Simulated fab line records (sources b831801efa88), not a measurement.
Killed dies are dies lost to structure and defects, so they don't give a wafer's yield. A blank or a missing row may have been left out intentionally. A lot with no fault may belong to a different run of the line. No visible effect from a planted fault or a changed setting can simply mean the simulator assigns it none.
Which tool did it? :: flow sky130 :: 11 lots with 33 wafers sampled at 2 steps, on a route of 708 steps

== WHAT THE GAUGES READ, wafer by wafer ==
SKY_CAP2M_RS_MEAS_03: measurement is done with a four-point probe. Usual: for CAP2M_TIN_RS the level is 6.88 ohm/sq and the standard deviation is 0.064.
lot: L693
measured: day 39 17:10
on: film-metro-04
CAP2M_TIN_RS (ohm/sq): 6.84 6.82 6.92
flag: 

lot: L697
measured: day 41 05:22
on: film-metro-04
CAP2M_TIN_RS (ohm/sq): 6.78 6.83 6.86
flag: 

lot: L700
measured: day 42 03:30
on: film-metro-03
CAP2M_TIN_RS (ohm/sq): 6.95 6.89 6.86
flag: 

lot: L701
measured: day 42 13:56
on: film-metro-04
CAP2M_TIN_RS (ohm/sq): 6.89 6.95 6.96
flag: 

lot: L702
measured: day 42 15:40
on: film-metro-02
CAP2M_TIN_RS (ohm/sq): 6.84 6.81 6.84
flag: 

lot: L704
measured: day 43 06:16
on: film-metro-03
CAP2M_TIN_RS (ohm/sq): 6.89 6.92 6.90
flag: 

lot: L705
measured: day 43 12:11
on: film-metro-04
CAP2M_TIN_RS (ohm/sq): 6.85 6.80 6.84
flag: 

lot: L710
measured: day 44 19:35
on: film-metro-02
CAP2M_TIN_RS (ohm/sq): 6.84 6.75 6.77
flag: 

lot: L711
measured: day 45 01:16
on: film-metro-04
CAP2M_TIN_RS (ohm/sq): 6.84 6.80 6.92
flag: 

lot: L712
measured: day 45 03:07
on: film-metro-04
CAP2M_TIN_RS (ohm/sq): 6.92 6.94 6.90
flag: 

lot: L714
measured: day 45 15:25
on: film-metro-02
CAP2M_TIN_RS (ohm/sq): 6.81 6.88 6.97
flag: 

== WHAT TOOL EACH LOT RAN ON (gives the tool, then ch and the chambers of the sampled wafers, and finally the start) ==
lot: L693
SKY_CAPM_CVD_00: pecvd-01 ch 0,1, day 36 10:30

lot: L697
SKY_CAPM_CVD_00: pecvd-03 ch 0,1,2, day 37 21:13

lot: L700
SKY_CAPM_CVD_00: pecvd-04 ch 1,2, day 38 21:45

lot: L701
SKY_CAPM_CVD_00: pecvd-01 ch 0,2, day 39 08:47

lot: L702
SKY_CAPM_CVD_00: pecvd-04 ch 0,1, day 39 09:06

lot: L704
SKY_CAPM_CVD_00: pecvd-03 ch 1,2, day 40 01:38

lot: L705
SKY_CAPM_CVD_00: pecvd-01 ch 0,2, day 40 08:58

lot: L710
SKY_CAPM_CVD_00: pecvd-01 ch 0,1,2, day 41 18:41

lot: L711
SKY_CAPM_CVD_00: pecvd-03 ch 1,2, day 41 23:53

lot: L712
SKY_CAPM_CVD_00: pecvd-01 ch 1,2, day 42 02:32

lot: L714
SKY_CAPM_CVD_00: pecvd-03 ch 0,1,2, day 42 14:59
- SKY_CAPM_CVD_00: deposits SiO2, target thk 15.5 nm.

== AS READ BY THE TOOLS THEMSELVES (means over the sampled wafers that have a number; for cases with no such wafer, the mark the record gives instead) ==
SKY_CAPM_CVD_00. Usual: heater-power-w 673 W, standard deviation 66; rf-fwd-power-W 440.6 W, standard deviation 1.8.
lot: L693
tool: pecvd-01
heater-power-w (W): 601
rf-fwd-power-W (W): 440.3
flag: 

lot: L697
tool: pecvd-03
heater-power-w (W): 681
rf-fwd-power-W (W): 441.4
flag: 

lot: L700
tool: pecvd-04
heater-power-w (W): 734
rf-fwd-power-W (W): 440.1
flag: 

lot: L701
tool: pecvd-01
heater-power-w (W): 575
rf-fwd-power-W (W): 440.4
flag: 

lot: L702
tool: pecvd-04
heater-power-w (W): 737
rf-fwd-power-W (W): 438.5
flag: 

lot: L704
tool: pecvd-03
heater-power-w (W): 701
rf-fwd-power-W (W): 441.9
flag: 

lot: L705
tool: pecvd-01
heater-power-w (W): 616
rf-fwd-power-W (W): 439.4
flag: 

lot: L710
tool: pecvd-01
heater-power-w (W): 671
rf-fwd-power-W (W): 440.7
flag: 

lot: L711
tool: pecvd-03
heater-power-w (W): 744
rf-fwd-power-W (W): 442.1
flag: 

lot: L712
tool: pecvd-01
heater-power-w (W): 638
rf-fwd-power-W (W): 439.2
flag: 

lot: L714
tool: pecvd-03
heater-power-w (W): 747
rf-fwd-power-W (W): 442.4
flag: 

== THE ANSWER, worked out from the rows above alone ==
Rule: a lot is off if the mean of its wafers that have a number lies more than 3 standard deviations from the usual mean. A lot without any number at a reading at which 4 lots or more have one is off too. Where the step has rows for the other lots, those lots are counted as sound. The gauges are gone through in route order, then the tools' own readings, and for those a lot's mean is taken as printed above. At the first step where some lot is off, the reading lying furthest off is the one used; lots without a number count as furthest.
No lot is off at any reading shown: from this, nothing can be told.

== WHAT WAS PUT IN BY THE SIMULATOR ==
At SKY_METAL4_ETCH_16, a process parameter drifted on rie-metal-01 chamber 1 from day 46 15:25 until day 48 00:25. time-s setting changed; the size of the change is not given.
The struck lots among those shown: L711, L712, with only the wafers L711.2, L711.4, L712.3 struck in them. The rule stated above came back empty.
